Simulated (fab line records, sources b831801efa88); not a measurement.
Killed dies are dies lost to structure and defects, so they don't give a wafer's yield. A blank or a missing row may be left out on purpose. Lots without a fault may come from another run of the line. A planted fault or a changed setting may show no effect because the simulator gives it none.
Which tool did it? | flow sfq_line | 14 lots, 41 wafers sampled, at 3 steps of a route of 325

WHAT THE GAUGES READ, wafer by wafer
The record holds no reading of a measuring or inspecting step that can be judged against a usual standard deviation.

WHICH TOOL RAN EACH LOT (tool, then ch and the chambers of the sampled wafers, then the start)
lot  | SFQ_TRILAYER_I4_CMP_CMP_100   | SFQ_TRILAYER_I4_METRO_MEASURE_101 | SFQ_TRILAYER_I4_VIA_ETCH_VIA_ETCH_106
L385 | cmp-01 ch 0,3, day 41 16:23   | film_metro-04, day 41 19:42       | rie_diel-04 ch 2,3, day 47 12:59
L386 | cmp-01 ch 0,2,3, day 41 19:23 | film_metro-04, day 41 22:30       | rie_diel-03 ch 0,1,3, day 47 15:10
L387 | cmp-02 ch 1,2, day 42 01:46   | film_metro-01, day 42 04:53       | rie_diel-03 ch 0,1,2, day 47 21:10
L388 | cmp-02 ch 1,3, day 42 05:16   | film_metro-01, day 42 07:53       | rie_diel-02 ch 0,1, day 47 22:22
L391 | cmp-02 ch 0,3, day 42 13:46   | film_metro-01, day 42 16:53       | rie_diel-04 ch 1,3, day 48 10:56
L390 | cmp-01 ch 0,2, day 42 13:53   | film_metro-04, day 42 16:30       | rie_diel-02 ch 2,3, day 48 09:44
L392 | cmp-02 ch 0,1,3, day 42 22:46 | film_metro-01, day 43 01:53       | rie_diel-03 ch 0,2,3, day 48 20:52
L400 | cmp-01 ch 1, day 46 02:43     | film_metro-02, day 46 06:02       | rie_diel-03 ch 0,2, day 50 19:40
L401 | cmp-01 ch 2,3, day 46 05:43   | film_metro-02, day 46 09:02       | rie_diel-02 ch 0,3, day 50 20:59
L403 | cmp-01 ch 0,2, day 50 16:28   | film_metro-04, day 50 19:59       | rie_diel-03 ch 0,1, day 51 03:20
L404 | cmp-01 ch 1,2, day 51 09:04   | film_metro-02, day 51 12:11       | rie_diel-02 ch 1,2, day 51 16:43
L405 | cmp-01 ch 0,1,2, day 51 15:04 | film_metro-01, day 51 18:11       | rie_diel-04 ch 0,1,2, day 51 21:42
L406 | cmp-02 ch 1,3, day 53 04:52   | film_metro-02, day 53 07:41       | rie_diel-03 ch 0,1,2, day 53 20:57
L407 | cmp-01 ch 0,1,2, day 53 16:59 | film_metro-02, day 53 20:18       | rie_diel-04 ch 0,2, day 58 10:48
- SFQ_TRILAYER_I4_CMP_CMP_100: polishes SiO2.
- SFQ_TRILAYER_I4_METRO_MEASURE_101
- SFQ_TRILAYER_I4_VIA_ETCH_VIA_ETCH_106: etches SiO2 in CHF3, stops on Nb, target depth 260 nm.

WHAT THE TOOLS THEMSELVES READ (means of the sampled wafers that have a number; where no wafer has one, the mark that the record gives instead)
SFQ_TRILAYER_I4_CMP_CMP_100.
lot  | tool   | motor_current_A (A) | slurry_filter_dp_kPa (kPa) | time_to_endpoint_s (s)
L385 | cmp-01 | 10.0                | 13.50                      | 220
L386 | cmp-01 | 9.9                 | 13.46                      | 206
L387 | cmp-02 | 10.1                | 13.51                      | 216
L388 | cmp-02 | 9.8                 | 13.50                      | 212
L391 | cmp-02 | 9.1                 | 13.41                      | 212
L390 | cmp-01 | 10.5                | 13.57                      | 218
L392 | cmp-02 | 9.6                 | 13.60                      | 205
L400 | cmp-01 | 10.1                | 13.46                      | 260
L401 | cmp-01 | 10.0                | 13.60                      | 237
L403 | cmp-01 | 10.3                | 13.50                      | 214
L404 | cmp-01 | 10.1                | 13.54                      | 234
L405 | cmp-01 | 10.4                | 13.56                      | 229
L406 | cmp-02 | 9.4                 | 13.43                      | 220
L407 | cmp-01 | 10.2                | 13.47                      | 222

SFQ_TRILAYER_I4_METRO_MEASURE_101.
lot  | tool          | thk_nm (nm)
L385 | film_metro-04 | 199.6
L386 | film_metro-04 | 200.4
L387 | film_metro-01 | 201.0
L388 | film_metro-01 | 199.6
L391 | film_metro-01 | 199.4
L390 | film_metro-04 | 200.3
L392 | film_metro-01 | 199.3
L400 | film_metro-02 | 257.1
L401 | film_metro-02 | 234.3
L403 | film_metro-04 | 198.3
L404 | film_metro-02 | 203.4
L405 | film_metro-01 | 201.0
L406 | film_metro-02 | 199.5
L407 | film_metro-02 | 201.4

SFQ_TRILAYER_I4_VIA_ETCH_VIA_ETCH_106.
lot  | tool        | bias_w (W) | chamber_pressure_mTorr (mTorr) | drypump_motor_current_A (A) | oes_product_au (a.u.)
L385 | rie_diel-04 | 79.65      | 29.99                          | 5.3                         | 0.852
L386 | rie_diel-03 | 79.74      | 30.00                          | 5.2                         | 0.858
L387 | rie_diel-03 | 79.85      | 29.98                          | 5.6                         | 0.855
L388 | rie_diel-02 | 79.83      | 30.03                          | 5.7                         | 0.852
L391 | rie_diel-04 | 80.11      | 29.98                          | 5.8                         | 0.854
L390 | rie_diel-02 | 80.02      | 30.02                          | 5.7                         | 0.854
L392 | rie_diel-03 | 80.11      | 30.00                          | 5.7                         | 0.849
L400 | rie_diel-03 | 79.77      | 29.98                          | 6.0                         | 0.927
L401 | rie_diel-02 | 79.88      | 30.02                          | 5.6                         | 0.910
L403 | rie_diel-03 | 79.90      | 30.00                          | 5.1                         | 0.853
L404 | rie_diel-02 | 80.17      | 29.99                          | 5.6                         | 0.862
L405 | rie_diel-04 | 80.05      | 30.02                          | 5.7                         | 0.857
L406 | rie_diel-03 | 79.84      | 30.01                          | 5.6                         | 0.855
L407 | rie_diel-04 | 79.93      | 30.00                          | 5.6                         | 0.862

THE ANSWER, worked out from the rows above alone
Rule: what is usual is taken from the lots themselves. Put in order of their means at a reading, lots are off if they are a third of the lots or fewer, leave a main group of 4 or more, and stand apart from it by a gap of 3 or more times the standard deviation of the main group's means; of several such gaps the widest counts. A main group whose means are all the same, to the digits that the tables above print for the reading, isn't used. A lot without any number at a reading at which 4 lots or more have one is off too. The other lots that the step has rows for count as sound. The gauges are gone through in route order, then the tools' own readings, and for those a lot's mean is taken as printed above. The first step at which some lot is off is used, and at that step the reading that is off furthest; a lot without a number counts as furthest.
Off: L400, L401, at SFQ_TRILAYER_I4_METRO_MEASURE_101 (thk_nm). The main group: mean 200.3 nm, standard deviation 1.3.
A tool fits if, at that step or a process step before it, it ran every lot that is off, and no sound lot after the first of them. None of those tried fits.

WHAT THE SIMULATOR HAD PUT IN
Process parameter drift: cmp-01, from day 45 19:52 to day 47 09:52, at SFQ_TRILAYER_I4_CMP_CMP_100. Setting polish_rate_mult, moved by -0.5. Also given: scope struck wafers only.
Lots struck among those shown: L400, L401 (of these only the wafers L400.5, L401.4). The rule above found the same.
